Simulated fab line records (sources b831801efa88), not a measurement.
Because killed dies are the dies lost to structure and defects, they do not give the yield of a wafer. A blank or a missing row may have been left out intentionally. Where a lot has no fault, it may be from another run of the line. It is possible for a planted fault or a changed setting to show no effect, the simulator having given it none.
Which of the tools did it? ; flow sfqLine ; 7 lots, 21 wafers sampled, at 3 steps of a route of 325

== WHAT THE GAUGES SHOWED, per wafer ==
SFQ_M4_RS_MEAS_924: a four-point-probe measurement.
lot;measured;on;M4_NB_RS (ohm/sq)
L985;day 36 13:46;filmMetro-03;0.904 0.894 0.907
L988;day 37 13:56;filmMetro-02;0.890 0.888 0.886
L990;day 38 10:11;filmMetro-02;0.882 0.872 0.877
L995;day 39 19:13;filmMetro-02;0.894 0.904 0.891
L101;day 45 06:44;filmMetro-02;0.915 0.901 0.913
L105;day 45 20:40;filmMetro-03;0.886 0.887 0.891
L107;day 50 04:14;filmMetro-03;0.863 0.888 0.882

== TOOL THAT RAN EACH LOT (tool first, then ch and the chambers of the sampled wafers, then the start) ==
lot;SFQ_TRILAYER_L0_STRIP_STRIP_009;SFQ_TRILAYER_M0_ETCH_METAL_ETCH_024
L985;rieMetal-02 ch 0,1, day 2 13:05;rieMetal-03 ch 0,1, day 8 19:04
L988;rieMetal-02 ch 0,1, day 5 05:36;rieMetal-03 ch 0,1, day 13 05:07
L990;rieMetal-02 ch 0, day 5 16:55;rieMetal-03 ch 0,1, day 13 07:34
L995;rieMetal-01 ch 0,1, day 7 01:59;rieMetal-04 ch 0,1, day 13 13:31
L101;rieMetal-01 ch 0,1, day 8 20:14;rieMetal-04 ch 0,1, day 13 21:55
L105;rieMetal-03 ch 0,1, day 9 15:26;rieMetal-01 ch 0,1, day 14 06:05
L107;rieMetal-02 ch 1, day 10 07:02;rieMetal-01 ch 0,1, day 14 20:29
- SFQ_TRILAYER_L0_STRIP_STRIP_009: strips in O2.
- SFQ_TRILAYER_M0_ETCH_METAL_ETCH_024: etches Nb in Cl2/Ar, stops on SiO2, target depth 240 nm, time 120 s.

== THE ANSWER, worked out from the rows above alone ==
Rule: the lots themselves supply what counts as usual. The widest of any qualifying gaps counts: lots, ordered by their means at a reading, are off when they make up no more than a third of the lots, leave a main group of 4 or more, and stand apart from it by 3 or more times the standard deviation of that group's means. If all means in a main group match to the digits the tables above print for the reading, that group is not used. A lot without any number at a reading at which 4 lots or more have one is off too. Where the step has rows for the other lots, those lots are counted as sound.
Across all readings shown, no lot is off: no conclusion can be drawn from this.

== WHAT THE SIMULATOR PUT IN ==
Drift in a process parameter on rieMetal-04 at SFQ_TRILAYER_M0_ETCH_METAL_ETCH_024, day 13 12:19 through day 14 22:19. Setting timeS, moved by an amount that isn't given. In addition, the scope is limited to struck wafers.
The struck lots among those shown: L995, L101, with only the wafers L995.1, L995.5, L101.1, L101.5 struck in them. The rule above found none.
